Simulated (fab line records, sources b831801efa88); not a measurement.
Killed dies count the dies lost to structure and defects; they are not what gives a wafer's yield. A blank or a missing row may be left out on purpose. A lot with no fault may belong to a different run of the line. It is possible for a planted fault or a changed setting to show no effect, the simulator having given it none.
Problem report, 8D (eight disciplines) form, completed by code ; flow gf180mcu ; the parts of the form that need people (team, actions taken, sign-off) are left out

1. WHAT IS WRONG
TOP_METAL_ALCU_RS at GF_TOP_METAL_RS_MEAS_05 reads a mean of 0.0378 ohm/sq on 1 wafer of 1 lot; wafers without a fault read 0.0329 ohm/sq with a standard deviation of 0.00044. Relative to the usual mean, that is a shift of +11 standard deviations.
The step: measures by four-point-probe.
Seen first at day 30 15:21 on filmMetro-02, wafer L268.2. At this step, 33 wafers from 11 lots have a number in the record. Rule for "out" (also "out of limits"): further than 4 standard deviations from the usual mean. All remaining wafers that have a number are taken as sound.

2. WHAT IT IS AND WHAT IT IS NOT
question;is;is not
which readings at this step;TOP_METAL_ALCU_RS;-
which lots;L268;L257, L260, L262, L263, L264, L265, L276, L278, L279, L280
which wafers of those lots;L268.2;L268.1, L268.3
read on which gauges;filmMetro-02;filmMetro-03, filmMetro-04
when;from day 30 15:21;"up to then (20 sound wafers); but 12 sound wafers of L276, L278, L279, L280 came after"

3. SUSPECTS, AND WHAT RULES EACH OUT
Counting: any tool at a process step up to the reading remains a suspect provided it ran every lot that is out. Sound lots after the first of them don't rule it out here, since some wafers of a struck lot are sound.
- the gauge at GF_TOP_METAL_RS_MEAS_05: kept. All the wafers that are out were read on filmMetro-02, and no step on other tools shows them out.
- pecvd-03 at GF_V3_CVD_02 (deposits SiO2 from TEOS, target thk 850 nm, time 94.851 s): kept. It ran the lot that is out, L268 (day 25 06:48); its last sound lot up to then is L263 (day 23 12:10).
- pvdSputter-03 at GF_TOP_METAL_SPUTTER_02 (material AlCu, target thk 900 nm, time 47.82 s): kept. It ran the lot that is out, L268 (day 30 15:16); its last sound lot up to then is L264 (day 29 14:55).
- At GF_V3_CVD_02 on pecvd-03, chamber 2 took the sound wafers of the same lots and chamber 0 took the wafers that are out.
Left after counting: pecvd-03 at GF_V3_CVD_02, pvdSputter-03 at GF_TOP_METAL_SPUTTER_02, filmMetro-02 at GF_TOP_METAL_RS_MEAS_05.

4. THE CAUSE (what the simulator had put in)
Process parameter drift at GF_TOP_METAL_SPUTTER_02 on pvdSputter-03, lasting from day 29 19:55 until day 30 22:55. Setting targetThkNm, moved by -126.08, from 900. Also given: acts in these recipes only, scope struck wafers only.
Of the 3 suspects that counting leaves, this tool is one.

5. THE EFFECT CHAIN, in route order
Rows list readings where the struck wafers' mean (over those with a number) sits beyond 3 standard deviations from the usual. Only readings whose record carries a usual standard deviation are examined. hours: median over the lots of the time between each lot's start at the first step of this table that gives one and its start at this step. sigmas: the change, counted in usual standard deviations.
hours;step;reading;usual;on struck wafers;change;sigmas
0;GF_TOP_METAL_RS_MEAS_05;TOP_METAL_ALCU_RS;0.0329 ohm/sq;0.0378;+0.0049;+11
0;GF_TOP_METAL_THK_MEAS_06;TOP_METAL_ALCU_THK;911 nm;789;-122;-9.4

6. HOW IT WOULD HAVE BEEN CAUGHT EARLIER
Counted from the fault's start at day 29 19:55, it took 19 hours until the first out-of-limits reading at a measuring or inspecting step in this record, taken at day 30 15:21.
Tool readings at GF_TOP_METAL_SPUTTER_02 with a usual standard deviation given in the record: none out on any struck wafer, hence no alarm at a limit of 4 standard deviations on them.
Each of the lots that are out, 1 in all, had begun GF_TOP_METAL_SPUTTER_02 on pvdSputter-03 no later than day 30 15:21. Had the tool been put on hold then, not one of them would have been saved.
